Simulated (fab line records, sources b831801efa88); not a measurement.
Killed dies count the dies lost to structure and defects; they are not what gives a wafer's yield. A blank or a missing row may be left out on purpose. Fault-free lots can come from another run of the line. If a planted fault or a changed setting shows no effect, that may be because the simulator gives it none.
fab line records + flow gf180mcu
record
- lots=12
- wafers=36
- last_day=34
route steps=602 shown V3@451 M4@458 V4@477
lots untouched by any fault: they come from a run of this same line in which no faults occurred
start_h: start of the lot's first displayed wafer, in hours after the record's first day + wait_h: how many hours have passed since the lot's step before this one + " the same as in the row above + L1.1+2: a single row standing in for several wafers + - either no value or no given start + * or withheld: withheld + < > ~ a bound
route shown NAME@n: a module of which the file shows steps, and the number in the route of the first + usual: the fault-free wafers' mean and standard deviation + same: alike in all rows + chamber/n: place in a boat + sites: each site's reading + _std_site: standard deviation across them + _edge_site: outer sites' mean less inner sites' + radius_mm: for every site, how far away it sits from the centre of the wafer + mask NAME#n: copy n + behind: tool/chamber where the wafer was last shaped + hold: cause of the lot's hold/its duration in hours/its outcome + device: the transistor (n, p or np) that didn't switch + end of line: the tests these same wafers got at the end of their route + for a step that has no rows: nothing shown but its recipe + killed: count of dies lost to structure and defects at first sort (not the wafer's yield) + map: dies across one wafer; x = killed, . = not, _ = none there
set.NAME: the setting as run; set.NAME@STEP: as run at that earlier step + model.NAME: the simulator's own value behind a step, which no gauge read
one table for each step of the route and one row for each wafer, over a sample of lots
services: from which hour (start_h, from the record's first day; less than 0 if before it) a tool's chamber was out of use, for how many hours, and why
## steps
# step GF_V3_SPUTTER_22
# recipe
- material=TiN
- target_thk_nm=10
- chamber_pressure_pa=5
- power_w=4000
- time_s=40
# usual
- throttle_valve_pct=29.6/0.77
| lot.wafer | tool           | chamber | start_h | wait_h | throttle_valve_pct |
|-----------|----------------|---------|---------|--------|--------------------|
| L760.1    | pvd_sputter-01 | -       | 518.96  | 0.0    | 29.2               |
| L760.2    | "              | -       | "       | "      | 31.1               |
| L760.5    | "              | -       | "       | "      | 29.1               |
| L761.2    | pvd_sputter-01 | -       | 526.40  | 0.0    | 29.0               |
| L761.3    | "              | -       | "       | "      | 29.0               |
| L761.6    | "              | -       | "       | "      | 28.8               |
| L763.1    | pvd_sputter-01 | -       | 544.86  | 0.0    | 28.9               |
| L763.2    | "              | -       | "       | "      | 31.3               |
| L763.4    | "              | -       | "       | "      | 28.8               |
| L764.2    | pvd_sputter-04 | -       | 553.78  | 0.0    | 29.5               |
| L764.3    | "              | -       | "       | "      | 29.8               |
| L764.6    | "              | -       | "       | "      | 30.4               |
| L766.1    | pvd_sputter-01 | -       | 570.27  | 0.0    | 29.0               |
| L766.2    | "              | -       | "       | "      | 28.9               |
| L766.5    | "              | -       | "       | "      | 29.3               |
| L768.1    | pvd_sputter-04 | -       | 587.37  | 0.0    | 30.3               |
| L768.3    | "              | -       | "       | "      | 29.3               |
| L768.5    | "              | -       | "       | "      | 29.7               |
| L770.3    | pvd_sputter-04 | -       | 607.42  | 0.0    | 30.1               |
| L770.5    | "              | -       | "       | "      | 29.3               |
| L770.6    | "              | -       | "       | "      | 30.4               |
| L776.2    | pvd_sputter-04 | -       | 648.46  | 0.0    | 30.6               |
| L776.5    | "              | -       | "       | "      | 29.3               |
| L776.6    | "              | -       | "       | "      | 29.7               |
| L778.3    | pvd_sputter-04 | -       | 665.65  | 0.0    | 29.9               |
| L778.4    | "              | -       | "       | "      | 29.1               |
| L778.5    | "              | -       | "       | "      | 29.1               |
| L780.2    | pvd_sputter-04 | -       | 677.81  | 0.0    | 29.3               |
| L780.4    | "              | -       | "       | "      | 29.6               |
| L780.5    | "              | -       | "       | "      | 29.3               |
| L781.1    | pvd_sputter-03 | -       | 682.56  | 0.0    | 29.8               |
| L781.2    | "              | -       | "       | "      | 29.5               |
| L781.4    | "              | -       | "       | "      | 29.0               |
| L783.1    | pvd_sputter-01 | -       | 700.35  | 0.0    | 28.9               |
| L783.4    | "              | -       | "       | "      | 31.1               |
| L783.6    | "              | -       | "       | "      | 31.4               |
# step GF_M4_SPUTTER_02
# recipe
- material=AlCu
- target_thk_nm=450
- power_w=10600
- time_s=23.9
- chamber_pressure_pa=0.4
# usual
- throttle_valve_pct=29.8/0.66
| lot.wafer | tool           | chamber | start_h | wait_h | throttle_valve_pct |
|-----------|----------------|---------|---------|--------|--------------------|
| L760.1    | pvd_sputter-02 | -       | 520.10  | 0.0    | 29.7               |
| L760.2    | "              | -       | "       | "      | 31.3               |
| L760.5    | "              | -       | "       | "      | 29.6               |
| L761.2    | pvd_sputter-04 | -       | 527.16  | 0.0    | 29.4               |
| L761.3    | "              | -       | "       | "      | 29.3               |
| L761.6    | "              | -       | "       | "      | 29.5               |
| L763.1    | pvd_sputter-04 | -       | 545.63  | 0.0    | 29.7               |
| L763.2    | "              | -       | "       | "      | 29.2               |
| L763.4    | "              | -       | "       | "      | 29.6               |
| L764.2    | pvd_sputter-03 | -       | 554.54  | 0.0    | 29.6               |
| L764.3    | "              | -       | "       | "      | 29.8               |
| L764.6    | "              | -       | "       | "      | 30.0               |
| L766.1    | pvd_sputter-02 | -       | 571.03  | 0.0    | 29.4               |
| L766.2    | "              | -       | "       | "      | 29.4               |
| L766.5    | "              | -       | "       | "      | 29.6               |
| L768.1    | pvd_sputter-02 | -       | 588.13  | 0.0    | 29.4               |
| L768.3    | "              | -       | "       | "      | 29.4               |
| L768.5    | "              | -       | "       | "      | 31.5               |
| L770.3    | pvd_sputter-02 | -       | 608.18  | 0.0    | 30.0               |
| L770.5    | "              | -       | "       | "      | 29.7               |
| L770.6    | "              | -       | "       | "      | 29.1               |
| L776.2    | pvd_sputter-03 | -       | 649.22  | 0.0    | 30.3               |
| L776.5    | "              | -       | "       | "      | 29.1               |
| L776.6    | "              | -       | "       | "      | 29.7               |
| L778.3    | pvd_sputter-03 | -       | 666.57  | 0.0    | 29.7               |
| L778.4    | "              | -       | "       | "      | 30.4               |
| L778.5    | "              | -       | "       | "      | 28.7               |
| L780.2    | pvd_sputter-02 | -       | 678.57  | 0.0    | 29.9               |
| L780.4    | "              | -       | "       | "      | 29.4               |
| L780.5    | "              | -       | "       | "      | 30.1               |
| L781.1    | pvd_sputter-02 | -       | 683.50  | 0.0    | 29.5               |
| L781.2    | "              | -       | "       | "      | 29.6               |
| L781.4    | "              | -       | "       | "      | 29.7               |
| L783.1    | pvd_sputter-02 | -       | 701.11  | 0.0    | 29.5               |
| L783.4    | "              | -       | "       | "      | 31.4               |
| L783.6    | "              | -       | "       | "      | 29.4               |
# step GF_V4_THK_MEAS_01
# recipe
- reads=SiO2_of_V4_CVD_00
# usual
- V4_CVD_00_THK=598/8.4
| lot.wafer | tool          | chamber | start_h | wait_h | V4_CVD_00_THK[nm] |
|-----------|---------------|---------|---------|--------|-------------------|
| L760.1    | film_metro-02 | -       | 543.93  | 0.0    | 582               |
| L760.2    | "             | -       | "       | "      | 604               |
| L760.5    | "             | -       | "       | "      | 586               |
| L761.2    | film_metro-02 | -       | 551.59  | 0.0    | 599               |
| L761.3    | "             | -       | "       | "      | 600               |
| L761.6    | "             | -       | "       | "      | 610               |
| L763.1    | film_metro-01 | -       | 569.01  | 0.0    | 618               |
| L763.2    | "             | -       | "       | "      | 587               |
| L763.4    | "             | -       | "       | "      | 609               |
| L764.2    | film_metro-02 | -       | 577.85  | 0.0    | 611               |
| L764.3    | "             | -       | "       | "      | 585               |
| L764.6    | "             | -       | "       | "      | 596               |
| L766.1    | film_metro-01 | -       | 593.43  | 0.0    | 590               |
| L766.2    | "             | -       | "       | "      | 606               |
| L766.5    | "             | -       | "       | "      | 604               |
| L768.1    | film_metro-04 | -       | 610.12  | 0.0    | 597               |
| L768.3    | "             | -       | "       | "      | 593               |
| L768.5    | "             | -       | "       | "      | 588               |
| L770.3    | film_metro-04 | -       | 630.20  | 0.1    | 595               |
| L770.5    | "             | -       | "       | "      | 601               |
| L770.6    | "             | -       | "       | "      | 600               |
| L776.2    | film_metro-02 | -       | 667.59  | 0.0    | 591               |
| L776.5    | "             | -       | "       | "      | 595               |
| L776.6    | "             | -       | "       | "      | 584               |
| L778.3    | film_metro-01 | -       | 686.72  | 0.1    | 597               |
| L778.4    | "             | -       | "       | "      | 595               |
| L778.5    | "             | -       | "       | "      | 604               |
| L780.2    | film_metro-01 | -       | 698.68  | 0.0    | 602               |
| L780.4    | "             | -       | "       | "      | 595               |
| L780.5    | "             | -       | "       | "      | 598               |
| L781.1    | film_metro-02 | -       | 703.21  | 0.0    | 582               |
| L781.2    | "             | -       | "       | "      | 577               |
| L781.4    | "             | -       | "       | "      | 586               |
| L783.1    | film_metro-02 | -       | 720.31  | 0.0    | 601               |
| L783.4    | "             | -       | "       | "      | 591               |
| L783.6    | "             | -       | "       | "      | 609               |
# step GF_V4_CVD_02
# recipe
- material=SiO2
- target_thk_nm=850
- precursor=TEOS
- temp_c=400
- time_s=94.851
- rf_w=600
# usual
- heater_power_w=628/69
| lot.wafer | tool     | chamber | start_h | wait_h | heater_power_w |
|-----------|----------|---------|---------|--------|----------------|
| L760.1    | pecvd-01 | 0       | 543.99  | 0.1    | 684            |
| L760.2    | "        | 1       | "       | "      | 690            |
| L760.5    | "        | 0       | "       | "      | 667            |
| L761.2    | pecvd-02 | 2       | 551.64  | 0.0    | 664            |
| L761.3    | "        | 1       | "       | "      | 626            |
| L761.6    | "        | 2       | "       | "      | 680            |
| L763.1    | pecvd-03 | 1       | 569.07  | 0.1    | 474            |
| L763.2    | "        | 0       | "       | "      | 680            |
| L763.4    | "        | 1       | "       | "      | 548            |
| L764.2    | pecvd-02 | 2       | 577.90  | 0.0    | 578            |
| L764.3    | "        | 1       | "       | "      | 621            |
| L764.6    | "        | 1       | "       | "      | 670            |
| L766.1    | pecvd-03 | 0       | 593.49  | 0.1    | 729            |
| L766.2    | "        | 2       | "       | "      | 676            |
| L766.5    | "        | 1       | "       | "      | 603            |
| L768.1    | pecvd-03 | 1       | 610.18  | 0.1    | 495            |
| L768.3    | "        | 2       | "       | "      | 690            |
| L768.5    | "        | 0       | "       | "      | 722            |
| L770.3    | pecvd-03 | 0       | 630.24  | 0.0    | 689            |
| L770.5    | "        | 0       | "       | "      | 726            |
| L770.6    | "        | 1       | "       | "      | 541            |
| L776.2    | pecvd-01 | 2       | 667.64  | 0.0    | 498            |
| L776.5    | "        | 0       | "       | "      | 679            |
| L776.6    | "        | 2       | "       | "      | 548            |
| L778.3    | pecvd-02 | 0       | 686.76  | 0.0    | 686            |
| L778.4    | "        | 1       | "       | "      | 665            |
| L778.5    | "        | 0       | "       | "      | 549            |
| L780.2    | pecvd-03 | 0       | 698.73  | 0.0    | 638            |
| L780.4    | "        | 2       | "       | "      | 683            |
| L780.5    | "        | 0       | "       | "      | 714            |
| L781.1    | pecvd-03 | 1       | 703.27  | 0.1    | 594            |
| L781.2    | "        | 0       | "       | "      | 676            |
| L781.4    | "        | 1       | "       | "      | 467            |
| L783.1    | pecvd-02 | 2       | 720.37  | 0.1    | 631            |
| L783.4    | "        | 1       | "       | "      | 635            |
| L783.6    | "        | 0       | "       | "      | 665            |
# step GF_V4_THK_MEAS_03
# recipe
- reads=SiO2_of_V4_CVD_02
# usual
- V4_CVD_02_THK=849/14
| lot.wafer | tool          | chamber | start_h | wait_h | V4_CVD_02_THK[nm] |
|-----------|---------------|---------|---------|--------|-------------------|
| L760.1    | film_metro-02 | -       | 544.05  | 0.0    | 842               |
| L760.2    | "             | -       | "       | "      | 842               |
| L760.5    | "             | -       | "       | "      | 848               |
| L761.2    | film_metro-04 | -       | 551.72  | 0.0    | 822               |
| L761.3    | "             | -       | "       | "      | 827               |
| L761.6    | "             | -       | "       | "      | 828               |
| L763.1    | film_metro-04 | -       | 569.14  | 0.0    | 833               |
| L763.2    | "             | -       | "       | "      | 835               |
| L763.4    | "             | -       | "       | "      | 848               |
| L764.2    | film_metro-04 | -       | 577.98  | 0.0    | 834               |
| L764.3    | "             | -       | "       | "      | 836               |
| L764.6    | "             | -       | "       | "      | 845               |
| L766.1    | film_metro-04 | -       | 593.56  | 0.0    | 857               |
| L766.2    | "             | -       | "       | "      | 849               |
| L766.5    | "             | -       | "       | "      | 855               |
| L768.1    | film_metro-01 | -       | 610.25  | 0.0    | 810               |
| L768.3    | "             | -       | "       | "      | 813               |
| L768.5    | "             | -       | "       | "      | 813               |
| L770.3    | film_metro-02 | -       | 630.33  | 0.1    | 801               |
| L770.5    | "             | -       | "       | "      | 820               |
| L770.6    | "             | -       | "       | "      | 808               |
| L776.2    | film_metro-01 | -       | 667.72  | 0.0    | 860               |
| L776.5    | "             | -       | "       | "      | 877               |
| L776.6    | "             | -       | "       | "      | 872               |
| L778.3    | film_metro-04 | -       | 686.85  | 0.1    | 850               |
| L778.4    | "             | -       | "       | "      | 869               |
| L778.5    | "             | -       | "       | "      | 867               |
| L780.2    | film_metro-02 | -       | 698.81  | 0.0    | 817               |
| L780.4    | "             | -       | "       | "      | 868               |
| L780.5    | "             | -       | "       | "      | 837               |
| L781.1    | film_metro-02 | -       | 703.33  | 0.0    | 821               |
| L781.2    | "             | -       | "       | "      | 823               |
| L781.4    | "             | -       | "       | "      | 835               |
| L783.1    | film_metro-01 | -       | 720.44  | 0.0    | 826               |
| L783.4    | "             | -       | "       | "      | 854               |
| L783.6    | "             | -       | "       | "      | 868               |
# step GF_V4_CMP_04
# recipe
- material=SiO2
- down_force_psi=4
- platen_rpm=60
- pad_velocity_m_s=0.94248
# usual
- edge_zone_pressure_frac=1.000/0.0045
- head_pressure_psi=3.998/0.0084
- motor_current_A=12.3/1.6
- time_to_endpoint_s=82/5.9
| lot.wafer | tool   | chamber | start_h | wait_h | edge_zone_pressure_frac | head_pressure_psi | motor_current_A | time_to_endpoint_s |
|-----------|--------|---------|---------|--------|-------------------------|-------------------|-----------------|--------------------|
| L760.2    | cmp-01 | 3       | 544.11  | 0.0    | 1.004                   | 4.007             | 16.0            | 79                 |
| L760.1    | "      | 0       | "       | "      | 1.001                   | 4.004             | 11.9            | 85                 |
| L760.5    | "      | 0       | "       | "      | 1.009                   | 3.989             | 10.6            | 86                 |
| L761.3    | cmp-02 | 2       | 551.87  | 0.1    | 0.997                   | 3.987             | 12.5            | 73                 |
| L761.2    | "      | 3       | "       | "      | 0.995                   | 3.994             | 12.4            | 72                 |
| L761.6    | "      | 1       | "       | "      | 1.005                   | 3.992             | 13.1            | 76                 |
| L763.1    | cmp-02 | 1       | 569.20  | 0.1    | 0.994                   | 4.003             | 13.5            | 77                 |
| L763.4    | "      | 2       | "       | "      | 1.001                   | 3.999             | 12.9            | 81                 |
| L763.2    | "      | 3       | "       | "      | 0.997                   | 4.007             | 12.5            | 75                 |
| L764.3    | cmp-01 | 3       | 578.03  | 0.0    | 1.007                   | 4.003             | 15.6            | 71                 |
| L764.2    | "      | 1       | "       | "      | 1.001                   | 3.999             | 11.6            | 69                 |
| L764.6    | "      | 0       | "       | "      | 0.998                   | 3.987             | 11.1            | 81                 |
| L766.2    | cmp-02 | 3       | 593.75  | 0.2    | 1.006                   | 3.998             | 12.8            | 81                 |
| L766.1    | "      | 0       | "       | "      | 0.994                   | 4.007             | 10.3            | 83                 |
| L766.5    | "      | 0       | "       | "      | 0.998                   | 3.992             | 10.1            | 79                 |
| L768.3    | cmp-02 | 1       | 610.31  | 0.0    | 0.998                   | 3.990             | 13.5            | 66                 |
| L768.1    | "      | 0       | "       | "      | 1.003                   | 4.001             | 10.5            | 69                 |
| L768.5    | "      | 2       | "       | "      | 0.998                   | 3.998             | 13.2            | 71                 |
| L770.3    | cmp-01 | 3       | 630.42  | 0.1    | 0.992                   | 4.001             | 16.4            | 58                 |
| L770.6    | "      | 2       | "       | "      | 1.003                   | 3.996             | 9.6             | 62                 |
| L770.5    | "      | 3       | "       | "      | 1.002                   | 3.989             | 15.9            | 68                 |
| L776.2    | cmp-02 | 3       | 667.82  | 0.1    | 1.005                   | 4.003             | 11.7            | 84                 |
| L776.6    | "      | 2       | "       | "      | 0.996                   | 4.003             | 12.0            | 91                 |
| L776.5    | "      | 3       | "       | "      | 1.006                   | 3.982             | 12.5            | 90                 |
| L778.4    | cmp-01 | 3       | 686.89  | 0.0    | 1.001                   | 3.992             | 15.4            | 91                 |
| L778.3    | "      | 2       | "       | "      | 1.003                   | 3.983             | 10.1            | 78                 |
| L778.5    | "      | 3       | "       | "      | 0.995                   | 4.004             | 16.2            | 88                 |
| L780.2    | cmp-02 | 0       | 698.86  | 0.0    | 0.996                   | 4.001             | 10.3            | 70                 |
| L780.4    | "      | 1       | "       | "      | 1.001                   | 4.007             | 13.4            | 88                 |
| L780.5    | "      | 0       | "       | "      | 1.003                   | 3.994             | 10.1            | 77                 |
| L781.4    | cmp-01 | 2       | 703.39  | 0.0    | 0.995                   | 4.000             | 10.1            | 74                 |
| L781.2    | "      | 3       | "       | "      | 0.993                   | 3.990             | 15.7            | 71                 |
| L781.1    | "      | 1       | "       | "      | 0.997                   | 4.006             | 12.2            | 70                 |
| L783.1    | cmp-02 | 3       | 720.50  | 0.1    | 0.998                   | 4.009             | 12.1            | 77                 |
| L783.4    | "      | 2       | "       | "      | 0.999                   | 3.998             | 12.8            | 87                 |
| L783.6    | "      | 3       | "       | "      | 1.000                   | 3.993             | 12.4            | 93                 |
## services
| tool           | chamber | start_h | hours | kind   |
|----------------|---------|---------|-------|--------|
| cmp-01         | -       | 502.71  | 8.1   | pm     |
| cmp-02         | -       | 518.36  | 1.6   | repair |
| cmp-01         | -       | 526.81  | 12.1  | pm     |
| pvd_sputter-02 | -       | 527.28  | 3.8   | repair |
| pecvd-01       | -       | 537.39  | 0.5   | repair |
| cmp-01         | -       | 538.91  | 4.0   | pm     |
| pvd_sputter-02 | -       | 542.72  | 1.8   | repair |
| pvd_sputter-01 | -       | 546.88  | 3.5   | repair |
| cmp-01         | -       | 561.30  | 0.6   | repair |
| cmp-01         | -       | 572.09  | 4.0   | pm     |
| pvd_sputter-03 | -       | 579.51  | 0.5   | repair |
| pecvd-01       | -       | 591.12  | 14.0  | pm     |
| cmp-01         | -       | 593.60  | 1.3   | repair |
| pvd_sputter-03 | -       | 598.85  | 2.1   | repair |
| pvd_sputter-04 | -       | 603.36  | 3.3   | repair |
| cmp-01         | -       | 609.79  | 2.2   | repair |
| cmp-01         | -       | 632.53  | 2.5   | repair |
| pvd_sputter-02 | -       | 645.83  | 23.6  | repair |
| cmp-01         | -       | 663.24  | 0.6   | repair |
| pecvd-01       | 0       | 685.38  | 8.9   | repair |
| cmp-01         | -       | 694.02  | 0.8   | repair |
| pecvd-03       | -       | 710.96  | 2.8   | pm     |
| pecvd-03       | -       | 714.23  | 0.7   | repair |
| pecvd-02       | 1       | 715.09  | 2.3   | repair |
## key
first_sign
- step=GF_V4_THK_MEAS_03
- reading=V4_CVD_02_THK
- direction=down
- sigmas=2.7
- usual=849
- struck=811
effect
- step=GF_V4_CMP_04
- reading=time_to_endpoint_s
- direction=down
- sigmas=2.7
- usual=*
- struck=*
met_at GF_V4_CVD_02
struck_lots L768,L770
not_acting_at GF_V3_SPUTTER_22,GF_M4_SPUTTER_02,GF_V4_THK_MEAS_01
onset_between 593.49 610.18
fault
- kind=process_parameter_drift
- tool=pecvd-03
- chamber=-
- onset_h=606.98
- steps=GF_V4_CVD_02
- channel=target_thk_nm
- offset=-41.152
- shape=step
- end_h=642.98
- acts_in=these_recipes_only
- stated=850
